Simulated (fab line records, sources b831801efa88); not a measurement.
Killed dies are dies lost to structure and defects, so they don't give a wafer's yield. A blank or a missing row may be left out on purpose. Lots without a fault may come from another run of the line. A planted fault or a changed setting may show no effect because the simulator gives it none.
Which tool did it? | flow sky130 | 14 lots, 40 wafers sampled, at 4 steps of a route of 708

WHAT THE GAUGES READ, wafer by wafer
SKY_VIA1_THK_MEAS_01. Usual: VIA1_HDPCVD_THK 1033 nm, standard deviation 14.
lot  | measured     | on            | VIA1_HDPCVD_THK (nm)        | flag
L747 | day 34 04:02 | film_metro-01 | 1027 1041 1012              |
L749 | day 34 09:17 | film_metro-02 | 1011 1015 1031              |
L750 | day 34 17:40 | film_metro-03 | 1050 1037 1048              |
L751 | day 34 19:43 | film_metro-02 | 1039 1043 1041              |
L752 | day 35 00:37 | film_metro-02 | 1042 1044                   |
L753 | day 35 15:46 | film_metro-03 | 1035 1013 1010              |
L755 | day 35 23:22 | film_metro-02 | 1042 1058 1054              |
L756 | day 36 08:25 | film_metro-02 | 1030 1009 1006              |
L757 | day 36 10:52 | film_metro-03 | 1047 1042 1026              |
L758 | day 37 04:12 | film_metro-02 | 1017 1021 1043              |
L759 | day 37 14:59 | film_metro-03 | 1034 1045 1038              |
L760 | day 37 21:24 | film_metro-01 | 1008 1029                   |
L766 | day 39 15:19 | film_metro-03 | 878 1036 1055 878 1037 1055 | OFF
L768 | day 39 23:23 | film_metro-03 | 1045 1027 873 1045 1026 874 | OFF

SKY_VIA1_CD_MEAS_12: target cd 150 nm. Usual: cd_nm 150.0 nm, standard deviation 1.9.
lot  | measured     | on        | cd_nm (nm)        | flag
L747 | day 35 06:42 | cd_sem-02 | 149.1 149.1 149.7 |
L749 | day 35 11:23 | cd_sem-02 | 149.4 148.2 148.7 |
L750 | day 35 20:05 | cd_sem-02 | 144.6 144.4 146.1 |
L751 | day 35 21:41 | cd_sem-01 | 150.5 149.9 150.2 |
L752 | day 36 03:17 | cd_sem-01 | 149.9 150.5       |
L753 | day 36 17:56 | cd_sem-02 | 150.3 149.2 150.4 |
L755 | day 37 02:25 | cd_sem-02 | 150.8 149.6 149.1 |
L756 | day 37 11:01 | cd_sem-01 | 151.0 151.5 150.6 |
L757 | day 37 13:00 | cd_sem-02 | 149.6 151.7 150.7 |
L758 | day 38 06:25 | cd_sem-02 | 153.7 152.8 151.9 |
L759 | day 38 17:02 | cd_sem-01 | 151.2 151.4 151.2 |
L760 | day 38 23:12 | cd_sem-02 | 149.6 148.8       |
L766 | day 40 16:52 | cd_sem-01 | 150.4 149.9 151.3 |
L768 | day 41 00:02 | cd_sem-02 | 146.8 147.5 148.1 |

WHICH TOOL RAN EACH LOT (tool, then ch and the chambers of the sampled wafers, then the start)
lot  | SKY_CONTACT_ETCH_16                | SKY_VIA1_HDPCVD_00
L747 | rie_diel-02 ch 0,1,3, day 32 22:35 | hdpcvd-01 ch 1,2, day 34 03:55
L749 | rie_diel-04 ch 1,2, day 33 03:34   | hdpcvd-01 ch 0,2, day 34 09:08
L750 | rie_diel-03 ch 1,2, day 33 11:35   | hdpcvd-02 ch 0,1,2, day 34 17:32
L751 | rie_diel-03 ch 1,2, day 33 13:55   | hdpcvd-02 ch 1,2, day 34 19:37
L752 | rie_diel-03 ch 0,1, day 33 20:19   | hdpcvd-02 ch 0,2, day 35 00:29
L753 | rie_diel-02 ch 0,1,2, day 34 11:06 | hdpcvd-01 ch 0,1,2, day 35 15:38
L755 | rie_diel-04 ch 0,1,3, day 34 18:51 | hdpcvd-02 ch 0,1,2, day 35 23:16
L756 | rie_diel-03 ch 0,3, day 35 02:56   | hdpcvd-01 ch 0,2, day 36 08:18
L757 | rie_diel-03 ch 0,1, day 35 06:20   | hdpcvd-01 ch 0,2, day 36 10:45
L758 | rie_diel-02 ch 0,3, day 35 23:38   | hdpcvd-01 ch 0,1,2, day 37 04:07
L759 | rie_diel-03 ch 0,1,2, day 36 10:19 | hdpcvd-01 ch 1,2, day 37 14:52
L760 | rie_diel-03 ch 1,3, day 36 17:14   | hdpcvd-01 ch 0,2, day 37 21:16
L766 | rie_diel-02 ch 0,3, day 38 10:49   | hdpcvd-02 ch 0,1,2, day 39 15:11
L768 | rie_diel-04 ch 0,1,3, day 38 19:41 | hdpcvd-02 ch 0,1,2, day 39 23:16
- SKY_CONTACT_ETCH_16: etches BARC in N2/H2, stops on SiO2, time 45.9 s, target depth 60 nm.
- SKY_VIA1_HDPCVD_00: deposits SiO2, target thk 1030 nm, time 171.7 s.

WHAT THE TOOLS THEMSELVES READ (means of the sampled wafers that have a number; where no wafer has one, the mark that the record gives instead)
SKY_CONTACT_ETCH_16. Usual: drypump_motor_current_A 5.6 A, standard deviation 0.5; oes_product_au 0.854 a.u., standard deviation 0.005; throttle_valve_pct 13.225 %, standard deviation 0.0091.
lot  | tool        | drypump_motor_current_A (A) | oes_product_au (a.u.) | throttle_valve_pct (%) | flag
L747 | rie_diel-02 | 5.5                         | 0.859                 | 13.231                 |
L749 | rie_diel-04 | 6.2                         | 0.855                 | 13.225                 |
L750 | rie_diel-03 | 5.5                         | 0.850                 | 13.222                 |
L751 | rie_diel-03 | 5.5                         | 0.855                 | 13.222                 |
L752 | rie_diel-03 | 5.5                         | 0.853                 | 13.224                 |
L753 | rie_diel-02 | 5.3                         | 0.856                 | 13.216                 |
L755 | rie_diel-04 | 5.9                         | 0.854                 | 13.225                 |
L756 | rie_diel-03 | 5.4                         | 0.854                 | 13.220                 |
L757 | rie_diel-03 | 5.3                         | 0.854                 | 13.228                 |
L758 | rie_diel-02 | 5.5                         | 0.854                 | 13.225                 |
L759 | rie_diel-03 | 5.4                         | 0.854                 | 13.222                 |
L760 | rie_diel-03 | 6.0                         | 0.855                 | 13.233                 |
L766 | rie_diel-02 | 5.4                         | 0.854                 | 13.231                 |
L768 | rie_diel-04 | 5.9                         | 0.859                 | 13.227                 |

SKY_VIA1_HDPCVD_00. Usual: sih4_flow_sccm 59.99 sccm, standard deviation 0.21.
lot  | tool      | sih4_flow_sccm (sccm) | flag
L747 | hdpcvd-01 | 60.08                 |
L749 | hdpcvd-01 | 59.94                 |
L750 | hdpcvd-02 | 59.91                 |
L751 | hdpcvd-02 | 59.96                 |
L752 | hdpcvd-02 | 59.91                 |
L753 | hdpcvd-01 | 59.92                 |
L755 | hdpcvd-02 | 59.91                 |
L756 | hdpcvd-01 | 59.89                 |
L757 | hdpcvd-01 | 59.82                 |
L758 | hdpcvd-01 | 60.17                 |
L759 | hdpcvd-01 | 60.30                 |
L760 | hdpcvd-01 | 59.90                 |
L766 | hdpcvd-02 | 57.07                 | OFF
L768 | hdpcvd-02 | 57.05                 | OFF

THE ANSWER, worked out from the rows above alone
Rule: a lot is off if the mean of its wafers that have a number lies more than 3 standard deviations from the usual mean. A lot without any number at a reading at which 4 lots or more have one is off too. The other lots that the step has rows for count as sound. The gauges are gone through in route order, then the tools' own readings, and for those a lot's mean is taken as printed above. The first step at which some lot is off is used, and at that step the reading that is off furthest; a lot without a number counts as furthest.
Off: L766, L768, at SKY_VIA1_THK_MEAS_01 (VIA1_HDPCVD_THK).
A tool fits if, at a process step before that reading, it ran every lot that is off, and no sound lot after the first of them. The gauges at SKY_VIA1_THK_MEAS_01 aren't tried: what is off there is off at SKY_VIA1_HDPCVD_00 too, on other tools, and a gauge's error can't cause that. One fits: hdpcvd-02 at SKY_VIA1_HDPCVD_00. Its last sound lot is L755 (day 35 23:16), its first lot that is off L766 (day 39 15:11): a fault that began between those two fits.
The tool's own readings at SKY_VIA1_HDPCVD_00 bear it out: on the lots that are off they differ by more than 5 times the standard deviation of the sound lots' means. sih4_flow_sccm reads 57.06 sccm there against 59.98 sccm on the sound lots.

WHAT THE SIMULATOR HAD PUT IN
Process parameter drift: hdpcvd-02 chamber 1, from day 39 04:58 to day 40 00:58, at SKY_VIA1_HDPCVD_00. Setting sih4_flow_sccm, moved by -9, from 60. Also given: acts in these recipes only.
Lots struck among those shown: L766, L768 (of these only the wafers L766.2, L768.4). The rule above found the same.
